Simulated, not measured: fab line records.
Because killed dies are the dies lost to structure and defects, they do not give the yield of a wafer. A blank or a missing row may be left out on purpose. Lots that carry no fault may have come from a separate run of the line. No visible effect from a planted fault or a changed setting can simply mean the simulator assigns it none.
A lot that was struck, set against a sound lot | flow gf180mcu | 14 out of 602 route steps
Sound: the wafers L506.1, L506.3, L506.4. Wafers L497.1, L497.2, L497.6 were the ones struck. At the end, the cause is stated.
Per side, at each step with rows, come the tool, then ch with its chambers, and then its first start. Under that, the readings that differ: sound wafers | struck wafers | difference of the means | sigmas: that difference in standard deviations of wafers without a fault.
alike: readings with means less than 2 such deviations apart, plus words and numbers identical on both sides. not compared: withheld readings, readings lacking a value on some wafer, bounds such as >300 that could conceal the same value, and numbers that have no deviation in the record and whose values overlap.
A row with sigmas, a row that says differs or no value, or rows on one side alone: a step with any of these is where the two part. Numbers that don't overlap but have no deviation are shown without sigmas and don't part them. Lack of a reading on every wafer of one side parts them only where that side has two or more wafers.

first, 2 steps without rows for these wafers: GF_VT_IMPLANT_PEB_27; GF_VT_IMPLANT_DEVELOP_28 (develop time 60 s).
GF_VT_IMPLANT_OVL_MEAS_29:
  sound on overlay-02, day 11 18:00; struck on overlay-01, day 9 05:36
  alike: VT_IMPLANT_02_OVL
following that, these wafers have no rows for 1 step: GF_VT_IMPLANT_IMPLANT_30.
GF_VT_IMPLANT_STRIP_31: strips in O2/N2.
  sound on plasmaAsher-01 ch 0,1, day 11 18:11; struck on plasmaAsher-04 ch 0,1, day 9 05:47
  alike: drypumpMotorCurrentA, heaterPowerW, oesProductAu, stripTimeToEndpointS
  not compared: rfHoursCounterH
GF_VT_IMPLANT_TW_MEAS_32:
  sound on filmMetro-04, day 11 18:17; struck on filmMetro-04, day 9 05:53
  alike: VT_IMPLANT_3_TW
then, 6 steps without rows for these wafers: GF_VT_IMPLANT_DEHYDRATE_33 (time 60 s); GF_VT_IMPLANT_HMDS_34 (prime time 60 s); GF_VT_IMPLANT_COAT_35 (resist thk 1000 nm); GF_VT_IMPLANT_SOFTBAKE_36 (time 60 s); GF_VT_IMPLANT_EXPOSE_37 (exposes mask Nwell HV AREA, target cd 860 nm); GF_VT_IMPLANT_PEB_38.
GF_VT_IMPLANT_DEVELOP_39: develop time 60 s.
  struck on lithoTrack-03, day 9 22:17; sound on lithoTrack-01 ch 0, day 12 12:51
  no value came back on the struck wafers for chillPlateTempC (C), developTimeS (s), exhaustPa (Pa); on the sound wafers chillPlateTempC (C) reads 23.06 23.03 23.03
GF_VT_IMPLANT_OVL_MEAS_40:
  sound on overlay-02, day 12 13:00; struck on overlay-01, day 9 22:26
reading                | sound       | struck | difference                    | sigmas
VT_IMPLANT_03_OVL (nm) | 2.6 1.9 3.1 | - - -  | no value on the struck wafers | 

== WHERE THEY PART ==
Earliest at GF_VT_IMPLANT_DEVELOP_39; latest, in this record, at GF_VT_IMPLANT_OVL_MEAS_40.

WHY: the cause the simulator had injected
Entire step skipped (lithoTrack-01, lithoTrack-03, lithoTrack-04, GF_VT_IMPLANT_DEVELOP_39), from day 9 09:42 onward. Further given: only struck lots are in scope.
